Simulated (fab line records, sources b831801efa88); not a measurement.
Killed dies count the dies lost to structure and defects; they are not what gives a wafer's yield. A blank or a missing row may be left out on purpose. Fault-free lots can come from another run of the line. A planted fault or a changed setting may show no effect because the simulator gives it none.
A single fault, viewed from 2 desks -- flow gf180mcu -- only its own numbers are on each desk; what lay behind them is given at the end

## THE TOOL OWNER'S DESK: pvd sputter-02
At GF_V5_SPUTTER_22 (material TiN, target thk 10 nm, time 40 s) the tool's own readings: per lot run on this tool, the mean of the sampled wafers that have a number. If a lot's mean is further than 4 standard deviations from the usual mean, the lot is out of limits and carries the mark OUT (the distance appears in the brackets).
Columns: A = throttle valve pct at GF_V5_SPUTTER_22, usual 30.2 %
lot,first seen here,A
L579,day 28 09:43,30.8
L587,day 30 19:59,30.8
L590,day 31 20:57,30.6
L594,day 32 19:50,30.5
Finding of this desk: none of the 4 lots has anything out of limits.

## METROLOGY DESK
What the gauges read, lot by lot, whatever tool the lot ran on: means of the sampled wafers that have a number. If a lot's mean is further than 4 standard deviations from the usual mean, the lot is out of limits and carries the mark OUT (the distance appears in the brackets).
Columns: A = TOP_METAL_ALCU_RS at GF_TOP_METAL_RS_MEAS_05, usual 0.0327 ohm/sq
lot,first seen here,A
L577,day 27 14:05,0.0326
L578,day 27 21:16,0.0322
L579,day 28 10:35,0.0333
L581,day 28 23:49,0.0326
L582,day 29 04:20,0.0324
L583,day 29 10:44,0.0328
L586,day 30 15:06,0.0329
L587,day 30 20:51,0.0334
L590,day 31 22:04,0.0321
L594,day 32 20:41,0.0328
L596,day 33 03:51,0.0330
L597,day 33 07:13,0.0327
L598,day 33 16:01,0.0328
Finding of this desk: none of the 13 lots has anything out of limits.

## BROUGHT TOGETHER
Nothing out of limits was seen by the tool owner's desk.
Nothing out of limits was seen by the metrology desk.

## WHAT WAS PUT IN BY THE SIMULATOR
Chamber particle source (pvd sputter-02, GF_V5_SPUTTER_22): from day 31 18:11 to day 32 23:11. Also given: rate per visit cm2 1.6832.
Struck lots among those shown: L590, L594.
